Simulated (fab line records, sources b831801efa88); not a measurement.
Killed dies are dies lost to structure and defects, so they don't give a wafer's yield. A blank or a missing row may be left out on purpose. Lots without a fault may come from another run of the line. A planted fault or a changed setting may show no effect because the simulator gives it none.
Which tool did it? | flow gf180mcu | 6 lots, 18 wafers sampled, at 3 steps of a route of 602

WHAT THE GAUGES READ, wafer by wafer
GF_VT_IMPLANT_RS_MEAS_47: measures by four-point-probe.
lot  | measured     | on            | NWELL_RS (ohm/sq)
L928 | day 8 05:14  | film_metro-03 | 487.4 487.7 486.9
L933 | day 9 13:05  | film_metro-03 | 487.2 485.6 486.8
L937 | day 10 15:10 | film_metro-01 | 463.4 463.5 463.3
L944 | day 12 14:39 | film_metro-01 | 487.1 487.3 488.5
L946 | day 13 06:19 | film_metro-03 | 488.1 486.5 486.3
L949 | day 13 23:10 | film_metro-01 | 488.5 488.1 488.6

WHICH TOOL RAN EACH LOT (tool, then ch and the chambers of the sampled wafers, then the start)
lot  | GF_STI_ETCH_13                    | GF_NWELL_IMPLANT_08
L928 | rie_diel-03 ch 0,2,3, day 2 13:34 | implanter-03 ch 0, day 3 20:00
L933 | rie_diel-03 ch 1,2,3, day 3 14:19 | implanter-04 ch 0, day 4 22:39
L937 | rie_diel-02 ch 0,2,3, day 4 09:52 | implanter-04 ch 0, day 5 20:08
L944 | rie_diel-03 ch 2,3, day 5 23:01   | implanter-02 ch 0, day 7 09:56
L946 | rie_diel-01 ch 0,2,3, day 6 09:31 | implanter-02 ch 0, day 7 22:16
L949 | rie_diel-01 ch 0,3, day 7 00:07   | implanter-02 ch 0, day 8 12:08
- GF_STI_ETCH_13: etches the open film in CHF3/O2, stops on Si, target depth 282.31 nm, time 115.9 s.
- GF_NWELL_IMPLANT_08

THE ANSWER, worked out from the rows above alone
Rule: what is usual is taken from the lots themselves. Put in order of their means at a reading, lots are off if they are a third of the lots or fewer, leave a main group of 4 or more, and stand apart from it by a gap of 3 or more times the standard deviation of the main group's means; of several such gaps the widest counts. A main group whose means are all the same, to the digits that the tables above print for the reading, isn't used. A lot without any number at a reading at which 4 lots or more have one is off too. The other lots that the step has rows for count as sound.
Off: L937, at GF_VT_IMPLANT_RS_MEAS_47 (NWELL_RS). The main group: mean 487.4 ohm/sq, standard deviation 0.63.
A tool fits if, at a process step before that reading, it ran every lot that is off, and no sound lot after the first of them. The gauges at GF_VT_IMPLANT_RS_MEAS_47 are tried like those tools. Can't be told from this: 2 tools fit, rie_diel-02 at GF_STI_ETCH_13, implanter-04 at GF_NWELL_IMPLANT_08.

WHAT THE SIMULATOR HAD PUT IN
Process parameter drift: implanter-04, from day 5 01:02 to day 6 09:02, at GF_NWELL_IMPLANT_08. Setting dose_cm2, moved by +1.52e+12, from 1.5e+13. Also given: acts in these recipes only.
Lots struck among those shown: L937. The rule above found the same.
